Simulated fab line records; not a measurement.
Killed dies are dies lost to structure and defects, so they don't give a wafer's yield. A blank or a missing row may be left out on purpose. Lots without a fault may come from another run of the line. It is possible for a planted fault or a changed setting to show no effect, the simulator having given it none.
What tool caused it? / flow gf180mcu / 14 lots with 39 wafers sampled at 3 steps, on a route of 602 steps

WHAT THE GAUGES READ, wafer by wafer
The record holds no reading of a measuring or inspecting step that can be judged against a usual standard deviation.

WHAT TOOL EACH LOT RAN ON (gives the tool, then ch and the chambers of the sampled wafers, and finally the start)
lot=L585; GF_V3_CVD_02=pecvd-02 ch 1,2, day 21 09:55; GF_V3_PEB_12=litho-track-02 ch 0, day 22 09:06; GF_V3_ETCH_16=rie-diel-04 ch 1,3, day 22 09:37
lot=L586; GF_V3_CVD_02=pecvd-01 ch 0,1, day 21 18:39; GF_V3_PEB_12=litho-track-02 ch 0, day 22 18:29; GF_V3_ETCH_16=rie-diel-03 ch 0,2,3, day 22 18:58
lot=L587; GF_V3_CVD_02=pecvd-01 ch 0,1, day 22 05:43; GF_V3_PEB_12=litho-track-01 ch 0, day 23 05:13; GF_V3_ETCH_16=rie-diel-04 ch 0,3, day 23 05:40
lot=L589; GF_V3_CVD_02=pecvd-02 ch 0,1, day 22 21:03; GF_V3_PEB_12=litho-track-01 ch 0, day 23 20:01; GF_V3_ETCH_16=rie-diel-01 ch 0,1,2, day 23 20:31
lot=L590; GF_V3_CVD_02=pecvd-02 ch 0,1, day 23 05:07; GF_V3_PEB_12=litho-track-03 ch 0, day 24 04:28; GF_V3_ETCH_16=rie-diel-01 ch 1,3, day 24 04:59
lot=L591; GF_V3_CVD_02=pecvd-04 ch 0,1, day 23 17:11; GF_V3_PEB_12=litho-track-01 ch 0, day 24 16:07; GF_V3_ETCH_16=rie-diel-03 ch 2,3, day 24 16:37
lot=L593; GF_V3_CVD_02=pecvd-01 ch 0,2, day 24 07:01; GF_V3_PEB_12=litho-track-01 ch 0, day 25 05:02; GF_V3_ETCH_16=rie-diel-01 ch 0,2, day 25 05:31
lot=L592; GF_V3_CVD_02=pecvd-04 ch 0,1, day 24 08:38; GF_V3_PEB_12=litho-track-03 ch 0, day 25 06:22; GF_V3_ETCH_16=rie-diel-03 ch 0,1, day 25 06:53
lot=L601; GF_V3_CVD_02=pecvd-01 ch 0,1,2, day 26 16:34; GF_V3_PEB_12=litho-track-03, day 27 13:18; GF_V3_ETCH_16=rie-diel-01 ch 0,2,3, day 27 13:47
lot=L602; GF_V3_CVD_02=pecvd-02 ch 0,1,2, day 27 06:02; GF_V3_PEB_12=litho-track-01, day 28 02:13; GF_V3_ETCH_16=rie-diel-04 ch 1,2,3, day 28 02:43
lot=L603; GF_V3_CVD_02=pecvd-01 ch 0,2, day 27 11:42; GF_V3_PEB_12=litho-track-03 ch 0, day 28 07:39; GF_V3_ETCH_16=rie-diel-04 ch 1,3, day 28 08:08
lot=L605; GF_V3_CVD_02=pecvd-01 ch 2, day 28 01:55; GF_V3_PEB_12=litho-track-02 ch 0, day 28 22:27; GF_V3_ETCH_16=rie-diel-04 ch 0,2, day 28 22:58
lot=L607; GF_V3_CVD_02=pecvd-01 ch 0,1, day 28 14:29; GF_V3_PEB_12=litho-track-01 ch 0, day 29 09:40; GF_V3_ETCH_16=rie-diel-04 ch 0, day 29 10:04
lot=L608; GF_V3_CVD_02=pecvd-02 ch 0,2, day 28 20:31; GF_V3_PEB_12=litho-track-01 ch 0, day 29 15:31; GF_V3_ETCH_16=rie-diel-01 ch 0,3, day 29 15:58
- GF_V3_CVD_02: deposits SiO2 from TEOS, target thk 850 nm, time 94.851 s.
- GF_V3_PEB_12: peb time 90 s.
- GF_V3_ETCH_16: etches BARC in N2/H2.

AS READ BY THE TOOLS THEMSELVES (means over the sampled wafers that have a number; for cases with no such wafer, the mark the record gives instead)
GF_V3_CVD_02.
lot=L585; tool=pecvd-02; heater-power-w (W)=718
lot=L586; tool=pecvd-01; heater-power-w (W)=725
lot=L587; tool=pecvd-01; heater-power-w (W)=776
lot=L589; tool=pecvd-02; heater-power-w (W)=625
lot=L590; tool=pecvd-02; heater-power-w (W)=631
lot=L591; tool=pecvd-04; heater-power-w (W)=544
lot=L593; tool=pecvd-01; heater-power-w (W)=684
lot=L592; tool=pecvd-04; heater-power-w (W)=576
lot=L601; tool=pecvd-01; heater-power-w (W)=706
lot=L602; tool=pecvd-02; heater-power-w (W)=686
lot=L603; tool=pecvd-01; heater-power-w (W)=722
lot=L605; tool=pecvd-01; heater-power-w (W)=666
lot=L607; tool=pecvd-01; heater-power-w (W)=752
lot=L608; tool=pecvd-02; heater-power-w (W)=799

GF_V3_PEB_12.
lot=L585; tool=litho-track-02; chill-plate-temp-C (C)=22.84; exhaust-pa (Pa)=45.9
lot=L586; tool=litho-track-02; chill-plate-temp-C (C)=22.90; exhaust-pa (Pa)=45.4
lot=L587; tool=litho-track-01; chill-plate-temp-C (C)=23.02; exhaust-pa (Pa)=44.4
lot=L589; tool=litho-track-01; chill-plate-temp-C (C)=23.09; exhaust-pa (Pa)=43.6
lot=L590; tool=litho-track-03; chill-plate-temp-C (C)=22.93; exhaust-pa (Pa)=45.8
lot=L591; tool=litho-track-01; chill-plate-temp-C (C)=23.05; exhaust-pa (Pa)=45.9
lot=L593; tool=litho-track-01; chill-plate-temp-C (C)=23.00; exhaust-pa (Pa)=46.2
lot=L592; tool=litho-track-03; chill-plate-temp-C (C)=23.03; exhaust-pa (Pa)=43.8
lot=L601; tool=litho-track-03; chill-plate-temp-C (C)=-; exhaust-pa (Pa)=-
lot=L602; tool=litho-track-01; chill-plate-temp-C (C)=-; exhaust-pa (Pa)=-
lot=L603; tool=litho-track-03; chill-plate-temp-C (C)=23.15; exhaust-pa (Pa)=46.2
lot=L605; tool=litho-track-02; chill-plate-temp-C (C)=22.95; exhaust-pa (Pa)=45.0
lot=L607; tool=litho-track-01; chill-plate-temp-C (C)=23.06; exhaust-pa (Pa)=44.5
lot=L608; tool=litho-track-01; chill-plate-temp-C (C)=22.98; exhaust-pa (Pa)=45.9

GF_V3_ETCH_16.
lot=L585; tool=rie-diel-04; bias-w (W)=100.0; drypump-motor-current-A (A)=6.0; oes-product-au (a.u.)=0.856; throttle-valve-pct (%)=13.226
lot=L586; tool=rie-diel-03; bias-w (W)=99.9; drypump-motor-current-A (A)=5.6; oes-product-au (a.u.)=0.854; throttle-valve-pct (%)=13.226
lot=L587; tool=rie-diel-04; bias-w (W)=99.7; drypump-motor-current-A (A)=5.8; oes-product-au (a.u.)=0.855; throttle-valve-pct (%)=13.226
lot=L589; tool=rie-diel-01; bias-w (W)=99.9; drypump-motor-current-A (A)=5.5; oes-product-au (a.u.)=0.852; throttle-valve-pct (%)=13.218
lot=L590; tool=rie-diel-01; bias-w (W)=100.0; drypump-motor-current-A (A)=5.9; oes-product-au (a.u.)=0.854; throttle-valve-pct (%)=13.224
lot=L591; tool=rie-diel-03; bias-w (W)=99.8; drypump-motor-current-A (A)=5.8; oes-product-au (a.u.)=0.852; throttle-valve-pct (%)=13.221
lot=L593; tool=rie-diel-01; bias-w (W)=100.0; drypump-motor-current-A (A)=5.7; oes-product-au (a.u.)=0.857; throttle-valve-pct (%)=13.222
lot=L592; tool=rie-diel-03; bias-w (W)=100.2; drypump-motor-current-A (A)=5.5; oes-product-au (a.u.)=0.855; throttle-valve-pct (%)=13.225
lot=L601; tool=rie-diel-01; bias-w (W)=100.1; drypump-motor-current-A (A)=5.9; oes-product-au (a.u.)=0.856; throttle-valve-pct (%)=13.231
lot=L602; tool=rie-diel-04; bias-w (W)=99.7; drypump-motor-current-A (A)=6.2; oes-product-au (a.u.)=0.858; throttle-valve-pct (%)=13.229
lot=L603; tool=rie-diel-04; bias-w (W)=100.1; drypump-motor-current-A (A)=6.0; oes-product-au (a.u.)=0.860; throttle-valve-pct (%)=13.230
lot=L605; tool=rie-diel-04; bias-w (W)=100.2; drypump-motor-current-A (A)=6.1; oes-product-au (a.u.)=0.860; throttle-valve-pct (%)=13.221
lot=L607; tool=rie-diel-04; bias-w (W)=100.2; drypump-motor-current-A (A)=5.7; oes-product-au (a.u.)=0.854; throttle-valve-pct (%)=13.221
lot=L608; tool=rie-diel-01; bias-w (W)=100.0; drypump-motor-current-A (A)=6.1; oes-product-au (a.u.)=0.859; throttle-valve-pct (%)=13.226

THE ANSWER, worked out from the rows above alone
Rule: what is usual is taken from the lots themselves. The widest of any qualifying gaps counts: lots, ordered by their means at a reading, are off when they make up no more than a third of the lots, leave a main group of 4 or more, and stand apart from it by 3 or more times the standard deviation of that group's means. If all means in a main group match to the digits the tables above print for the reading, that group is not used. A lot without any number at a reading at which 4 lots or more have one is off too. Where the step has rows for the other lots, those lots are counted as sound. Order of review: gauges by route order, followed by the tools' own readings, for which a lot's mean as printed above is used. At the first step where some lot is off, the reading lying furthest off is the one used; lots without a number count as furthest.
Off: L601, L602 (GF_V3_PEB_12, chill-plate-temp-C). Without a number there: L601, L602. The main group: mean 23.00 C, standard deviation 0.082.
A tool fits if, at that step or a process step before it, it ran every lot that is off, and no sound lot after the first of them. None of those tried fits.

WHAT HAD BEEN PUT IN BY THE SIMULATOR
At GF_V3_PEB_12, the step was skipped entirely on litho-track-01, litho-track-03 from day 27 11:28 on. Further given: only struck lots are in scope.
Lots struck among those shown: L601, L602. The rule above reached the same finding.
